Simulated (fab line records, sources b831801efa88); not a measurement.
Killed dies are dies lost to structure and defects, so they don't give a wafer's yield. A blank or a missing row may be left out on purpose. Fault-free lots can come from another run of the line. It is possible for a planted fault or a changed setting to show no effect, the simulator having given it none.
fab line records	flow gf180mcu	part 1 of 2: steps 1 to 34 of 47
[record] lots = 5	wafers = 15	last_day = 34
route steps=602 shown POLY_GATE@172 HV_LDD@176
lots that met no fault: from a run of the same line without faults
start_h: hours from the record's opening day to when the first of the lot's shown wafers began	wait_h: time in hours since the lot's previous step	" unchanged from the row above	L1.1+2: a row that stands for several wafers	- no value, or no start given	* or withheld: withheld	< > ~ a bound
route shown NAME@n: NAME is a module with steps in the file, n the number in the route of the first one	usual: mean and standard deviation over wafers with no fault	same: alike in all rows	chamber/n: place in a boat	sites: readings site by site	_std_site: their standard deviation	_edge_site: outer sites' mean less inner sites'	radius_mm: how far each site lies from the wafer's centre	mask NAME#n: copy n	behind: the most recent tool/chamber to have shaped the wafer	hold: reason for holding the lot/hours on hold/outcome of the hold	device: the transistor (n, p or np) that didn't switch	end of line: tests run on the same wafers once the route is complete	for a step that has no rows: nothing shown but its recipe	killed: dies lost to structure and defects at the first sort, not the wafer's yield	map: the dies of a wafer, with x for killed, . for not killed, _ for no die there
set.NAME: the setting as run; set.NAME@STEP: as run at that earlier step	model.NAME: the simulator's own value behind a step, which no gauge read
certain route steps with their lots: each step a table, each wafer a row
services: a tool's chamber out of use, with start hour (start_h, from the record's first day; less than 0 if before it), hours out, and reason
[[steps]]
[step GF_POLY_GATE_CLEAN_15]
[recipe] chemistry = SC1/SC2	mix = 1:4:20	temp_c = 70	time_s = 150	dry = n2_spin
[usual] bath_guard_temp_C = 69.8/0.46
lot.wafer	tool	chamber	start_h	wait_h	bath_guard_temp_C
L075.2	wet_bench-02	1	202.61	0.1	70.1
L075.5	"	1	"	"	70.1
L075.6	"	1	"	"	70.3
L079.4	wet_bench-03	2	234.57	0.0	69.6
L079.5	"	2	"	"	69.5
L079.6	"	2	"	"	69.8
L082.1	wet_bench-03	2	260.61	0.1	70.2
L082.2	"	2	"	"	70.0
L082.4	"	2	"	"	69.6
L093.2	wet_bench-04	2	334.43	0.1	71.0
L093.3	"	2	"	"	71.0
L093.5	"	2	"	"	70.8
L097.1	wet_bench-02	0	362.61	0.1	69.4
L097.3	"	0	"	"	69.8
L097.5	"	0	"	"	69.3
[step GF_POLY_GATE_OXIDATION_16]
[recipe] temp_c = 850	ambient = O2	stabilise_s = 600	purge_s = 300	target_thk_a = 40	ox_time_s = 899
[usual] ox_temp_c = 850.0/0.36	tube_center_temp_C_max = 852.2/0.35
[same] stabilise_s = 600
lot.wafer	tool	chamber	start_h	wait_h	ox_temp_c	tube_center_temp_C_max
L075.2	furnace-02	0	202.66	0.0	849.7	852.3
L075.5	"	0	"	"	850.2	852.4
L075.6	"	0	"	"	850.3	852.5
L079.4	furnace-02	0	234.62	0.0	850.3	851.8
L079.5	"	0	"	"	850.3	852.7
L079.6	"	0	"	"	849.5	853.1
L082.1	furnace-01	0	262.24	1.6	850.3	852.8
L082.2	"	0	"	"	850.2	852.2
L082.4	"	0	"	"	850.0	852.1
L093.2	furnace-02	0	334.80	0.3	850.2	852.6
L093.3	"	0	"	"	850.4	852.3
L093.5	"	0	"	"	850.0	852.1
L097.1	furnace-01	0	362.66	0.0	849.9	852.0
L097.3	"	0	"	"	849.7	851.9
L097.5	"	0	"	"	849.2	853.4
[step GF_POLY_GATE_THK_MEAS_17]
[recipe] reads = SiO2_of_POLY_GATE_OXIDATION_16
[usual] POLY_GATE_OXIDATION_THK = 3.99/0.099
lot.wafer	tool	chamber	start_h	wait_h	POLY_GATE_OXIDATION_THK[nm]
L075.2	film_metro-02	-	203.92	0.0	3.94
L075.5	"	-	"	"	4.03
L075.6	"	-	"	"	4.00
L079.4	film_metro-01	-	235.90	0.0	3.94
L079.5	"	-	"	"	3.93
L079.6	"	-	"	"	3.92
L082.1	film_metro-02	-	263.49	0.0	4.07
L082.2	"	-	"	"	4.07
L082.4	"	-	"	"	4.08
L093.2	film_metro-03	-	336.06	0.0	4.01
L093.3	"	-	"	"	4.03
L093.5	"	-	"	"	3.97
L097.1	film_metro-03	-	363.91	0.0	4.00
L097.3	"	-	"	"	3.92
L097.5	"	-	"	"	4.02
[step GF_POLY_GATE_CD_MEAS_18]
[usual] cd_nm = 279.7/2
lot.wafer	tool	chamber	start_h	wait_h	cd_nm
L075.2	cd_sem-02	-	204.00	0.1	280.0
L075.5	"	-	"	"	279.1
L075.6	"	-	"	"	280.9
L079.4	cd_sem-02	-	236.02	0.1	280.2
L079.5	"	-	"	"	277.0
L079.6	"	-	"	"	280.2
L082.1	cd_sem-02	-	263.55	0.1	278.9
L082.2	"	-	"	"	281.8
L082.4	"	-	"	"	284.5
L093.2	cd_sem-02	-	336.13	0.1	280.7
L093.3	"	-	"	"	278.8
L093.5	"	-	"	"	281.2
L097.1	cd_sem-01	-	363.97	0.1	279.8
L097.3	"	-	"	"	280.0
L097.5	"	-	"	"	277.1
[step GF_HV_LDD_DEHYDRATE_00]
[recipe] temp_c = 200	time_s = 60
lot.wafer	tool	chamber	start_h	wait_h
L075.2+5+6	litho_track-04	0	212.85	8.8
L079.4+5+6	litho_track-01	0	244.34	8.3
L082.1+2+4	litho_track-02	0	272.25	8.7
L093.2+3+5	litho_track-02	0	345.82	9.7
L097.1+3+5	litho_track-04	0	374.32	10.3
[step GF_HV_LDD_HMDS_01]
[recipe] prime_time_s = 60	prime_temp_c = 120
lot.wafer	tool	chamber	start_h	wait_h
L075.2+5+6	litho_track-04	0	213.00	0.1
L079.4+5+6	litho_track-01	0	244.49	0.1
L082.1+2+4	litho_track-02	0	272.40	0.1
L093.2+3+5	litho_track-02	0	345.97	0.1
L097.1+3+5	litho_track-04	0	374.47	0.1
[step GF_HV_LDD_COAT_02]
[recipe] resist = NOVOLAK	spin_rpm = 3000	resist_thk_nm = 1000
[usual] spin_speed_rpm = 2999.7/1.8
lot.wafer	tool	chamber	start_h	wait_h	spin_speed_rpm
L075.2	litho_track-04	0	213.15	0.1	3000.8
L075.5	"	0	"	"	2997.3
L075.6	"	0	"	"	2998.5
L079.4	litho_track-01	0	244.64	0.1	3001.7
L079.5	"	0	"	"	2997.8
L079.6	"	0	"	"	3000.0
L082.1	litho_track-02	0	272.55	0.1	2998.0
L082.2	"	0	"	"	3000.6
L082.4	"	0	"	"	3003.5
L093.2	litho_track-02	0	346.12	0.1	3000.3
L093.3	"	0	"	"	3002.1
L093.5	"	0	"	"	3001.5
L097.1	litho_track-04	0	374.62	0.1	2999.9
L097.3	"	0	"	"	3000.8
L097.5	"	0	"	"	3001.0
[step GF_HV_LDD_SOFTBAKE_03]
[recipe] temp_c = 90	time_s = 60	resist = NOVOLAK
lot.wafer	tool	chamber	start_h	wait_h
L075.2+5+6	litho_track-04	0	213.30	0.1
L079.4+5+6	litho_track-01	0	244.79	0.1
L082.1+2+4	litho_track-02	0	272.70	0.1
L093.2+3+5	litho_track-02	0	346.27	0.1
L097.1+3+5	litho_track-04	0	374.77	0.1
[step GF_HV_LDD_EXPOSE_04]
[recipe] mask_id = Nplus_LV_AREA	target_cd_nm = 400	na = 0.6	source_shape = conventional	sigma_outer = 0.6	dose_mj = 140
lot.wafer	tool	chamber	start_h	wait_h	mask
L075.2+5+6	iline_stepper-02	0	-	-	Nplus_LV_AREA#0
L079.4+5+6	iline_stepper-02	0	-	-	Nplus_LV_AREA#0
L082.1+2+4	iline_stepper-01	0	-	-	Nplus_LV_AREA#0
L093.2+3+5	iline_stepper-02	0	-	-	Nplus_LV_AREA#0
L097.1+3+5	iline_stepper-01	0	-	-	Nplus_LV_AREA#0
[step GF_HV_LDD_PEB_05]
[recipe] temp_c = withheld	time_s = *	resist = NOVOLAK
lot.wafer	tool	chamber	start_h	wait_h
L075.2+5+6	litho_track-01	0	-	-
L079.4+5+6	litho_track-02	0	-	-
L082.1+2+4	litho_track-02	0	-	-
L093.2+3+5	litho_track-04	0	-	-
L097.1+3+5	litho_track-04	0	-	-
[step GF_HV_LDD_DEVELOP_06]
[recipe] develop_time_s = 60	dev_temp_c = 23
lot.wafer	tool	chamber	start_h	wait_h
L075.2+5+6	litho_track-01	0	221.84	0.1
L079.4+5+6	litho_track-02	0	254.53	0.1
L082.1+2+4	litho_track-02	0	282.20	0.1
L093.2+3+5	litho_track-04	0	356.64	0.1
L097.1+3+5	litho_track-04	0	386.32	0.1
[step GF_HV_LDD_CD_MEAS_07]
[recipe] target_cd_nm = 400
[usual] cd_nm = 399.6/2
lot.wafer	tool	chamber	start_h	wait_h	cd_nm
L075.2	cd_sem-01	-	221.99	0.1	402.7
L075.5	"	-	"	"	401.0
L075.6	"	-	"	"	404.1
L079.4	cd_sem-01	-	254.66	0.1	404.7
L079.5	"	-	"	"	403.0
L079.6	"	-	"	"	402.1
L082.1	cd_sem-01	-	282.35	0.1	401.0
L082.2	"	-	"	"	398.6
L082.4	"	-	"	"	402.6
L093.2	cd_sem-01	-	356.79	0.1	399.3
L093.3	"	-	"	"	398.7
L093.5	"	-	"	"	398.7
L097.1	cd_sem-02	-	386.47	0.1	398.0
L097.3	"	-	"	"	397.2
L097.5	"	-	"	"	399.4
[step GF_HV_LDD_OVL_MEAS_08]
[usual] HV_LDD_OVL = -0.7/1.3
lot.wafer	tool	chamber	start_h	wait_h	HV_LDD_OVL[nm]
L075.2	overlay-02	-	222.10	0.1	-0.4
L075.5	"	-	"	"	-0.8
L075.6	"	-	"	"	-0.6
L079.4	overlay-01	-	254.74	0.1	-0.7
L079.5	"	-	"	"	-3.2
L079.6	"	-	"	"	0.3
L082.1	overlay-02	-	282.47	0.1	0.3
L082.2	"	-	"	"	-0.7
L082.4	"	-	"	"	-0.6
L093.2	overlay-01	-	356.90	0.1	-1.2
L093.3	"	-	"	"	0.2
L093.5	"	-	"	"	0.1
L097.1	overlay-02	-	386.59	0.1	-1.8
L097.3	"	-	"	"	-3.1
L097.5	"	-	"	"	-2.0
[step GF_HV_LDD_IMPLANT_09]
[recipe] species = As	energy_kev = 40	dose_cm2 = 1e+14	tilt_deg = 7
lot.wafer	tool	chamber	start_h	wait_h
L075.2+5+6	implanter-04	0	222.15	0.0
L079.4+5+6	implanter-03	0	254.83	0.1
L082.1+2+4	implanter-03	0	282.51	0.0
L093.2+3+5	implanter-03	0	356.95	0.0
L097.1+3+5	implanter-04	0	386.63	0.0
[step GF_HV_LDD_STRIP_10]
[recipe] chemistry = O2/N2	power_w = 1400	pressure_mtorr = 1500	platen_temp_c = 250	o2_flow_sccm = 3000	n2_flow_sccm = 300	overash_fraction = 0.5
[usual] drypump_motor_current_A = 5.3/0.46	heater_power_w = 311/44	oes_product_au = 0.716/0.0042	strip_time_to_endpoint_s = 12.62/0.034
lot.wafer	tool	chamber	start_h	wait_h	drypump_motor_current_A	heater_power_w	oes_product_au	rf_hours_counter_h	strip_time_to_endpoint_s
L075.2	plasma_asher-04	1	222.28	0.1	5.3	344	0.718	42	12.59
L075.5	"	0	"	"	4.7	283	0.718	-	12.62
L075.6	"	1	"	"	5.2	350	0.718	-	12.60
L079.4	plasma_asher-02	0	254.94	0.1	6.1	304	0.709	-	12.61
L079.5	"	1	"	"	5.5	386	0.713	-	12.59
L079.6	"	0	"	"	6.1	300	0.713	-	12.61
L082.1	plasma_asher-04	0	282.66	0.1	4.7	285	0.715	46	12.63
L082.2	"	1	"	"	5.2	352	0.716	46	12.64
L082.4	"	0	"	"	4.7	282	0.717	-	12.59
L093.2	plasma_asher-01	1	357.08	0.1	4.8	268	0.719	73	12.58
L093.3	"	0	"	"	5.6	281	0.712	-	12.59
L093.5	"	1	"	"	4.8	264	0.714	-	12.58
L097.1	plasma_asher-02	0	386.78	0.1	6.1	304	0.724	72	12.62
L097.3	"	0	"	"	6.1	303	0.713	-	12.60
L097.5	"	1	"	"	5.5	405	0.711	-	12.61
[step GF_HV_LDD_TW_MEAS_11]
[usual] HV_LDD_TW = 2393/14
lot.wafer	tool	chamber	start_h	wait_h	HV_LDD_TW
L075.2	film_metro-04	-	222.39	0.1	2415
L075.5	"	-	"	"	2403
L075.6	"	-	"	"	2409
L079.4	film_metro-04	-	255.04	0.1	2424
L079.5	"	-	"	"	2404
L079.6	"	-	"	"	2405
L082.1	film_metro-03	-	282.76	0.1	2394
L082.2	"	-	"	"	2384
L082.4	"	-	"	"	2391
L093.2	film_metro-04	-	357.19	0.1	2396
L093.3	"	-	"	"	2399
L093.5	"	-	"	"	2390
L097.1	film_metro-03	-	386.88	0.1	2401
L097.3	"	-	"	"	2410
L097.5	"	-	"	"	2398
[step GF_HV_LDD_DEHYDRATE_12]
[recipe] temp_c = 200	time_s = 60
lot.wafer	tool	chamber	start_h	wait_h
L075.2+5+6	litho_track-04	0	230.95	8.6
L079.4+5+6	litho_track-04	0	263.20	8.1
L082.1+2+4	litho_track-02	0	292.00	9.2
L093.2+3+5	litho_track-02	0	367.57	10.4
L097.1+3+5	litho_track-04	0	397.82	10.9
[step GF_HV_LDD_HMDS_13]
[recipe] prime_time_s = 60	prime_temp_c = 120
lot.wafer	tool	chamber	start_h	wait_h
L075.2+5+6	litho_track-04	0	231.10	0.1
L079.4+5+6	litho_track-04	0	263.35	0.1
L082.1+2+4	litho_track-02	0	292.15	0.1
L093.2+3+5	litho_track-02	0	367.72	0.1
L097.1+3+5	litho_track-04	0	397.97	0.1
[step GF_HV_LDD_COAT_14]
[recipe] resist = NOVOLAK	spin_rpm = 3000	resist_thk_nm = 1000
[usual] spin_speed_rpm = 3000.0/1.7
lot.wafer	tool	chamber	start_h	wait_h	spin_speed_rpm
L075.2	litho_track-04	0	231.25	0.1	3001.1
L075.5	"	0	"	"	2999.4
L075.6	"	0	"	"	2999.8
L079.4	litho_track-04	0	263.50	0.1	2999.3
L079.5	"	0	"	"	2997.8
L079.6	"	0	"	"	2998.7
L082.1	litho_track-02	0	292.30	0.1	3001.1
L082.2	"	0	"	"	2995.9
L082.4	"	0	"	"	3002.4
L093.2	litho_track-02	0	367.87	0.1	3000.2
L093.3	"	0	"	"	3000.7
L093.5	"	0	"	"	2996.2
L097.1	litho_track-04	0	398.12	0.1	2997.8
L097.3	"	0	"	"	3001.5
L097.5	"	0	"	"	3000.7
[step GF_HV_LDD_SOFTBAKE_15]
[recipe] temp_c = 90	time_s = 60	resist = NOVOLAK
lot.wafer	tool	chamber	start_h	wait_h
L075.2+5+6	litho_track-04	0	231.40	0.1
L079.4+5+6	litho_track-04	0	263.65	0.1
L082.1+2+4	litho_track-02	0	292.45	0.1
L093.2+3+5	litho_track-02	0	368.02	0.1
L097.1+3+5	litho_track-04	0	398.27	0.1
[step GF_HV_LDD_EXPOSE_16]
[recipe] mask_id = Pplus_LV_AREA	target_cd_nm = 400	na = 0.6	source_shape = conventional	sigma_outer = 0.6	dose_mj = 140
lot.wafer	tool	chamber	start_h	wait_h	mask
L075.2+5+6	iline_stepper-01	0	-	-	Pplus_LV_AREA#0
L079.4+5+6	iline_stepper-01	0	-	-	Pplus_LV_AREA#0
L082.1+2+4	iline_stepper-01	0	-	-	Pplus_LV_AREA#0
L093.2+3+5	iline_stepper-01	0	-	-	Pplus_LV_AREA#0
L097.1+3+5	iline_stepper-01	0	-	-	Pplus_LV_AREA#0
[step GF_HV_LDD_PEB_17]
[recipe] temp_c = withheld	time_s = *	resist = NOVOLAK
lot.wafer	tool	chamber	start_h	wait_h
L075.2+5+6	litho_track-01	0	-	-
L079.4+5+6	litho_track-02	0	-	-
L082.1+2+4	litho_track-02	0	-	-
L093.2+3+5	litho_track-02	0	-	-
L097.1+3+5	litho_track-02	0	-	-
[step GF_HV_LDD_DEVELOP_18]
[recipe] develop_time_s = 60	dev_temp_c = 23
lot.wafer	tool	chamber	start_h	wait_h
L075.2+5+6	litho_track-01	0	240.34	0.1
L079.4+5+6	litho_track-02	0	273.08	0.1
L082.1+2+4	litho_track-02	0	301.70	0.1
L093.2+3+5	litho_track-02	0	378.62	0.1
L097.1+3+5	litho_track-02	0	409.55	0.1
[step GF_HV_LDD_CD_MEAS_19]
[recipe] target_cd_nm = 400
[usual] cd_nm = 400.0/2.1
lot.wafer	tool	chamber	start_h	wait_h	cd_nm
L075.2	cd_sem-02	-	240.49	0.1	397.9
L075.5	"	-	"	"	400.0
L075.6	"	-	"	"	398.9
L079.4	cd_sem-02	-	273.21	0.1	399.7
L079.5	"	-	"	"	400.3
L079.6	"	-	"	"	401.6
L082.1	cd_sem-02	-	301.85	0.1	396.5
L082.2	"	-	"	"	396.8
L082.4	"	-	"	"	399.4
L093.2	cd_sem-01	-	378.77	0.1	400.7
L093.3	"	-	"	"	397.3
L093.5	"	-	"	"	399.8
L097.1	cd_sem-02	-	409.70	0.1	399.9
L097.3	"	-	"	"	404.5
L097.5	"	-	"	"	400.8
[step GF_HV_LDD_OVL_MEAS_20]
[usual] HV_LDD_01_OVL = 0.1/1.3
lot.wafer	tool	chamber	start_h	wait_h	HV_LDD_01_OVL[nm]
L075.2	overlay-01	-	240.59	0.1	0.5
L075.5	"	-	"	"	0.1
L075.6	"	-	"	"	0.7
L079.4	overlay-02	-	273.29	0.1	-3.1
L079.5	"	-	"	"	-2.6
L079.6	"	-	"	"	-2.9
L082.1	overlay-01	-	301.97	0.1	0.8
L082.2	"	-	"	"	0.5
L082.4	"	-	"	"	-0.1
L093.2	overlay-02	-	378.87	0.1	2.2
L093.3	"	-	"	"	2.1
L093.5	"	-	"	"	1.5
L097.1	overlay-02	-	409.82	0.1	0.3
L097.3	"	-	"	"	-0.1
L097.5	"	-	"	"	-1.4
[step GF_HV_LDD_IMPLANT_21]
[recipe] species = BF2	energy_kev = 25	dose_cm2 = 5e+13	tilt_deg = 7
lot.wafer	tool	chamber	start_h	wait_h
L075.2+5+6	implanter-04	0	240.67	0.1
L079.4+5+6	implanter-04	0	273.38	0.1
L082.1+2+4	implanter-04	0	302.01	0.0
L093.2+3+5	implanter-04	0	378.93	0.0
L097.1+3+5	implanter-02	0	409.85	0.0
[step GF_HV_LDD_STRIP_22]
[recipe] chemistry = O2/N2	power_w = 1400	pressure_mtorr = 1500	platen_temp_c = 250	o2_flow_sccm = 3000	n2_flow_sccm = 300	overash_fraction = 0.5
[usual] drypump_motor_current_A = 5.4/0.47	heater_power_w = 317/46	oes_product_au = 0.715/0.0046	strip_time_to_endpoint_s = 12.62/0.035
lot.wafer	tool	chamber	start_h	wait_h	drypump_motor_current_A	heater_power_w	oes_product_au	rf_hours_counter_h	strip_time_to_endpoint_s
L075.2	plasma_asher-02	0	240.92	0.2	6.1	301	0.723	57	12.61
L075.5	"	0	"	"	6.1	303	0.714	-	12.66
L075.6	"	1	"	"	5.5	393	0.712	-	12.64
L079.4	plasma_asher-02	0	273.49	0.1	6.1	296	0.711	-	12.64
L079.5	"	0	"	"	6.1	315	0.720	-	12.61
L079.6	"	1	"	"	5.5	382	0.714	-	12.62
L082.1	plasma_asher-04	0	302.16	0.1	4.7	283	0.715	48	12.57
L082.2	"	1	"	"	5.2	364	0.714	48	12.56
L082.4	"	0	"	"	4.7	270	0.709	-	12.61
L093.2	plasma_asher-04	1	379.05	0.1	5.2	352	0.709	56	12.60
L093.3	"	1	"	"	5.2	364	0.718	-	12.64
L093.5	"	1	"	"	5.3	349	0.714	-	12.58
L097.1	plasma_asher-02	1	410.00	0.1	5.5	394	0.716	74	12.64
L097.3	"	1	"	"	5.5	390	0.712	-	12.61
L097.5	"	1	"	"	5.5	388	0.714	-	12.60
[step GF_HV_LDD_TW_MEAS_23]
[usual] HV_LDD_2_TW = 1049/6
lot.wafer	tool	chamber	start_h	wait_h	HV_LDD_2_TW
L075.2	film_metro-04	-	241.03	0.1	1055
L075.5	"	-	"	"	1056
L075.6	"	-	"	"	1056
L079.4	film_metro-03	-	273.59	0.1	1041
L079.5	"	-	"	"	1044
L079.6	"	-	"	"	1045
L082.1	film_metro-04	-	302.26	0.1	1056
L082.2	"	-	"	"	1057
L082.4	"	-	"	"	1054
L093.2	film_metro-04	-	379.16	0.1	1054
L093.3	"	-	"	"	1052
L093.5	"	-	"	"	1052
L097.1	film_metro-01	-	410.10	0.1	1056
L097.3	"	-	"	"	1051
L097.5	"	-	"	"	1052
[step GF_HV_LDD_DEHYDRATE_24]
[recipe] temp_c = 200	time_s = 60
lot.wafer	tool	chamber	start_h	wait_h
L075.2+5+6	litho_track-02	0	249.13	8.1
L079.4+5+6	litho_track-04	0	282.60	9.0
L082.1+2+4	litho_track-04	0	311.92	9.7
L093.2+3+5	litho_track-02	0	389.67	10.5
L097.1+3+5	litho_track-02	0	420.65	10.5
[step GF_HV_LDD_HMDS_25]
[recipe] prime_time_s = 60	prime_temp_c = 120
lot.wafer	tool	chamber	start_h	wait_h
L075.2+5+6	litho_track-02	0	249.28	0.1
L079.4+5+6	litho_track-04	0	282.75	0.1
L082.1+2+4	litho_track-04	0	312.07	0.1
L093.2+3+5	litho_track-02	0	389.82	0.1
L097.1+3+5	litho_track-02	0	420.80	0.1
[step GF_HV_LDD_COAT_26]
[recipe] resist = NOVOLAK	spin_rpm = 3000	resist_thk_nm = 1000
[usual] spin_speed_rpm = 2999.9/1.8
lot.wafer	tool	chamber	start_h	wait_h	spin_speed_rpm
L075.2	litho_track-02	0	249.43	0.1	2998.0
L075.5	"	0	"	"	2997.4
L075.6	"	0	"	"	2998.9
L079.4	litho_track-04	0	282.90	0.1	3001.3
L079.5	"	0	"	"	3000.8
L079.6	"	0	"	"	3000.5
L082.1	litho_track-04	0	312.22	0.1	2998.2
L082.2	"	0	"	"	3002.2
L082.4	"	0	"	"	3000.9
L093.2	litho_track-02	0	389.97	0.1	3001.0
L093.3	"	0	"	"	2999.2
L093.5	"	0	"	"	3002.6
L097.1	litho_track-02	0	420.95	0.1	3003.6
L097.3	"	0	"	"	2999.4
L097.5	"	0	"	"	2997.5
[step GF_HV_LDD_SOFTBAKE_27]
[recipe] temp_c = 90	time_s = 60	resist = NOVOLAK
lot.wafer	tool	chamber	start_h	wait_h
L075.2+5+6	litho_track-02	0	249.58	0.1
L079.4+5+6	litho_track-04	0	283.05	0.1
L082.1+2+4	litho_track-04	0	312.37	0.1
L093.2+3+5	litho_track-02	0	390.12	0.1
L097.1+3+5	litho_track-02	0	421.10	0.1
[step GF_HV_LDD_EXPOSE_28]
[recipe] mask_id = Nplus_HV_AREA	target_cd_nm = 400	na = 0.6	source_shape = conventional	sigma_outer = 0.6	dose_mj = 140
lot.wafer	tool	chamber	start_h	wait_h	mask
L075.2+5+6	iline_stepper-01	0	-	-	Nplus_HV_AREA#0
L079.4+5+6	iline_stepper-01	0	-	-	Nplus_HV_AREA#0
L082.1+2+4	iline_stepper-02	0	-	-	Nplus_HV_AREA#0
L093.2+3+5	iline_stepper-02	0	-	-	Nplus_HV_AREA#0
L097.1+3+5	iline_stepper-02	0	-	-	Nplus_HV_AREA#0
[step GF_HV_LDD_PEB_29]
[recipe] temp_c = withheld	time_s = *	resist = NOVOLAK
lot.wafer	tool	chamber	start_h	wait_h
L075.2+5+6	litho_track-04	0	-	-
L079.4+5+6	litho_track-02	0	-	-
L082.1+2+4	litho_track-02	0	-	-
L093.2+3+5	litho_track-04	0	-	-
L097.1+3+5	litho_track-02	0	-	-
